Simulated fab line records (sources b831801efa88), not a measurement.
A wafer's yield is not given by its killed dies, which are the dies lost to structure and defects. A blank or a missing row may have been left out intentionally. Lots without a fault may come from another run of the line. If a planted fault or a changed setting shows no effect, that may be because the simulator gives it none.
Which tool did it?	flow gf180mcu	Sampling: 24 lots, 72 wafers, 4 of 602 route steps

## WHAT EACH GAUGE READ, for each wafer
GF_LVPWELL_OVL_MEAS_07.
lot	measured	on	LVPWELL_OVL (nm)
L074	day 3 21:47	overlay-01	-0.6 0.6 -0.4
L075	day 4 00:52	overlay-01	3.6 2.0 2.5
L076	day 4 09:01	overlay-01	-1.9 -1.4 -0.1
L077	day 4 11:55	overlay-01	-1.4 -1.6 0.8
L078	day 4 16:04	overlay-01	1.6 1.5 0.0
L079	day 5 00:19	overlay-02	-0.9 2.2 -1.5
L080	day 5 07:26	overlay-01	1.3 2.1 2.2
L081	day 5 17:43	overlay-01	-0.4 -1.1 -0.2
L082	day 6 00:07	overlay-01	-1.6 -1.7 -2.3
L083	day 6 00:48	overlay-02	-1.0 -1.7 -1.0
L084	day 6 10:49	overlay-01	-2.4 -0.2 -0.5
L085	day 6 18:03	overlay-01	-1.4 0.6 0.9
L086	day 6 22:25	overlay-01	-0.6 0.8 1.1
L088	day 7 08:52	overlay-02	0.5 1.4 1.8
L087	day 7 09:13	overlay-01	-0.1 2.6 2.3
L090	day 7 18:39	overlay-02	-1.0 1.9 0.8
L089	day 7 19:36	overlay-02	3.7 2.6 1.2
L091	day 7 23:46	overlay-01	1.0 1.8 0.6
L092	day 8 04:31	overlay-02	1.8 2.7 2.7
L093	day 8 12:13	overlay-01	-0.6 -1.8 -0.2
L094	day 8 17:09	overlay-01	0.2 1.8 1.6
L095	day 8 19:04	overlay-01	-1.7 -0.8 -1.9
L096	day 9 00:58	overlay-01	1.8 3.3 0.9
L097	day 9 06:48	overlay-02	-3.1 -2.2 -1.2

GF_POLY_GATE_CD_MEAS_18.
lot	measured	on	cd-nm (nm)
L074	day 9 10:55	cd-sem-01	282.1 282.1 281.0
L075	day 9 11:40	cd-sem-01	281.0 281.8 281.7
L076	day 9 17:11	cd-sem-01	280.0 280.3 280.6
L077	day 9 22:06	cd-sem-02	279.4 277.9 279.7
L078	day 10 03:35	cd-sem-02	280.0 280.1 279.4
L079	day 10 16:36	cd-sem-01	278.9 279.6 277.7
L080	day 11 00:23	cd-sem-01	278.0 283.5 280.0
L081	day 11 12:28	cd-sem-02	280.9 278.6 278.5
L082	day 11 23:47	cd-sem-01	278.7 280.4 281.6
L083	day 12 00:59	cd-sem-02	280.9 281.6 281.1
L084	day 12 11:49	cd-sem-02	278.4 279.4 279.7
L085	day 12 22:24	cd-sem-02	278.3 277.4 278.0
L086	day 13 05:15	cd-sem-02	278.5 280.0 278.2
L088	day 13 18:14	cd-sem-01	281.9 283.9 277.7
L087	day 13 15:56	cd-sem-01	279.4 279.3 277.5
L090	day 14 02:59	cd-sem-02	275.9 280.5 275.8
L089	day 14 07:14	cd-sem-01	278.4 279.3 283.7
L091	day 14 10:51	cd-sem-02	282.4 282.6 281.3
L092	day 14 21:20	cd-sem-02	279.6 281.5 278.6
L093	day 15 04:13	cd-sem-02	278.3 280.4 278.6
L094	day 15 08:19	cd-sem-01	276.0 277.6 276.9
L095	day 15 12:01	cd-sem-02	278.4 278.5 278.9
L096	day 15 23:15	cd-sem-02	280.2 277.8 280.2
L097	day 16 06:20	cd-sem-02	280.4 279.9 278.3

GF_HV_LDD_OVL_MEAS_08.
lot	measured	on	HV_LDD_OVL (nm)
L074	day 10 05:08	overlay-02	0.9 -1.2 2.6
L075	day 10 05:46	overlay-01	0.1 -1.1 -0.4
L076	day 10 10:40	overlay-01	0.2 0.6 -0.3
L077	day 10 15:14	overlay-01	0.9 -0.2 0.1
L078	day 10 21:32	overlay-01	2.4 0.0 1.9
L079	day 11 10:50	overlay-01	0.5 2.0 0.2
L080	day 11 19:14	overlay-01	-3.7 -2.4 -3.3
L081	day 12 06:59	overlay-01	0.9 1.3 2.5
L082	day 12 18:44	overlay-01	1.8 1.3 0.1
L083	day 12 19:55	overlay-01	-0.8 1.8 1.2
L084	day 13 06:44	overlay-02	0.0 2.1 1.4
L085	day 13 18:28	overlay-02	-2.6 -0.6 -1.2
L086	day 14 01:26	overlay-01	-0.7 -1.6 -0.1
L088	day 14 15:31	overlay-01	0.9 -0.1 -0.6
L087	day 14 12:13	overlay-01	2.1 0.6 2.5
L090	day 15 00:13	overlay-01	2.1 0.7 -0.8
L089	day 15 03:43	overlay-01	0.9 0.4 0.4
L091	day 15 06:53	overlay-01	3.5 2.1 3.3
L092	day 15 18:46	overlay-02	-0.6 0.2 1.9
L093	day 16 02:07	overlay-02	-0.8 -1.8 0.5
L094	day 16 06:16	overlay-02	-1.8 -0.1 -2.4
L095	day 16 10:01	overlay-02	1.8 -2.0 -2.6
L096	day 16 21:32	overlay-01	0.7 -0.6 -0.8
L097	day 17 04:46	overlay-01	1.6 1.9 2.0

GF_V2_CD_MEAS_14 targets a cd of 260 nm.
lot	measured	on	cd-nm (nm)
L074	day 20 09:16	cd-sem-01	259.2 259.7 259.7
L075	day 20 14:42	cd-sem-02	263.0 261.2 262.2
L076	day 20 19:45	cd-sem-01	261.2 260.0 259.4
L077	day 21 04:40	cd-sem-01	257.9 258.7 259.2
L078	day 21 08:06	cd-sem-02	260.8 260.7 261.2
L079	day 22 00:24	cd-sem-02	258.1 259.7 260.2
L080	day 22 12:19	cd-sem-02	259.5 259.3 259.0
L081	day 23 02:16	cd-sem-02	259.5 259.7 260.0
L082	day 23 13:58	cd-sem-01	260.2 259.5 261.2
L083	day 23 19:15	cd-sem-02	259.0 258.7 258.6
L084	day 24 04:15	cd-sem-01	261.8 260.4 260.1
L085	day 24 16:54	cd-sem-02	260.5 260.9 260.7
L086	day 25 00:19	cd-sem-02	260.2 259.3 260.8
L088	day 25 18:42	cd-sem-02	259.3 260.7 260.1
L087	day 25 13:39	cd-sem-01	259.4 259.1 258.9
L090	day 25 23:30	cd-sem-02	259.0 258.6 260.5
L089	day 26 09:51	cd-sem-01	258.4 258.9 258.0
L091	day 26 08:16	cd-sem-01	259.0 257.6 258.5
L092	day 26 15:39	cd-sem-02	260.5 260.2 260.6
L093	day 27 00:33	cd-sem-02	260.4 259.9 259.3
L094	day 27 04:54	cd-sem-02	258.9 258.0 260.0
L095	day 27 06:09	cd-sem-02	258.9 258.9 259.2
L096	day 27 16:46	cd-sem-02	259.3 259.5 259.8
L097	day 28 05:06	cd-sem-02	261.2 260.7 259.7

## WHICH TOOL RAN EACH LOT (tool, then ch and the chambers of the sampled wafers, then the start)
Before these readings, the record contains no process step.

## WHAT THE TOOLS THEMSELVES READ (means of the sampled wafers that have a number; where no wafer has one, the mark that the record gives instead)
The record holds no such reading with a usual standard deviation.

## THE ANSWER, worked out from the rows above alone
Rule: the usual values come from the lots themselves. Put in order of their means at a reading, lots are off if they are a third of the lots or fewer, leave a main group of 4 or more, and stand apart from it by a gap of 3 or more times the standard deviation of the main group's means; of several such gaps the widest counts. A main group is skipped when, at the precision printed for the reading in the tables above, its means are all equal. A lot without any number at a reading at which 4 lots or more have one is off too. Any other lot the step has rows for is counted as sound. Order of review: gauges by route order, followed by the tools' own readings, for which a lot's mean as printed above is used. The first step at which some lot is off is used, and at that step the reading that is off furthest; a lot without a number counts as furthest.
None of the lots is off at any reading shown; this tells nothing.

## WHAT THE SIMULATOR HAD PUT IN
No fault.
